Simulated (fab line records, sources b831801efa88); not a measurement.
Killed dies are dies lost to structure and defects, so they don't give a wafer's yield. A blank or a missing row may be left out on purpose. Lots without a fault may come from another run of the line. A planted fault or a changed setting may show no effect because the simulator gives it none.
Chamber matching | flow gf180mcu | GF_V3_ETCH_16 on rie_diel-03: 4 sister chambers
The step etches BARC in N2/H2. 8 wafers are shown with their chamber, then 9 later ones without.

WAFERS WITH THEIR CHAMBER
wafer  | chamber | drypump_motor_current_A (A) | oes_product_au (a.u.)
L077.4 | 2       | 5.6                         | 0.853
L082.3 | 2       | 5.6                         | 0.857
L082.4 | 1       | 5.8                         | 0.847
L083.3 | 3       | 5.5                         | 0.853
L083.6 | 0       | 5.9                         | 0.856
L085.4 | 1       | 5.8                         | 0.852
L085.5 | 3       | 5.5                         | 0.858
L085.6 | 0       | 6.0                         | 0.850

WAFERS WITHOUT THEIR CHAMBER
wafer  | drypump_motor_current_A (A) | oes_product_au (a.u.)
L087.1 | 5.9                         | 0.852
L087.2 | 5.5                         | 0.851
L087.6 | 5.8                         | 0.851
L088.2 | 5.6                         | 0.847
L088.3 | 5.5                         | 0.859
L088.6 | 5.8                         | 0.855
L091.2 | 5.5                         | 0.856
L091.5 | 5.9                         | 0.854
L091.6 | 5.8                         | 0.856

WHICH CHAMBER EACH WENT THROUGH
wafer  | from the rows above     | in truth
L087.1 | can't be placed: 0 or 1 | 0
L087.2 | can't be placed: 3 or 2 | 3
L087.6 | 1                       | 1
L088.2 | can't be placed: 2 or 3 | 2
L088.3 | 3                       | 3
L088.6 | 1                       | 1
L091.2 | 3                       | 3
L091.5 | can't be placed: 0 or 1 | 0
L091.6 | 1                       | 1
Placed correctly: 5 of 9. Can't be placed from these rows: 4 (the true chamber is among the candidates in 4). Placed wrongly: 0.
How it was worked out, from the rows above alone: a wafer's distance from a chamber is the root of the sum, over the readings, of the square of ((its reading less the chamber's mean) divided by the reading's scatter). The wafer belongs to the nearest chamber; if the next one is less than 2 further off, it can't be placed. A chamber's mean is the mean of its shown wafers. The scatter: the root of (the sum of the squares of (reading less its chamber's mean) over the shown wafers, divided by (wafers less chambers)).
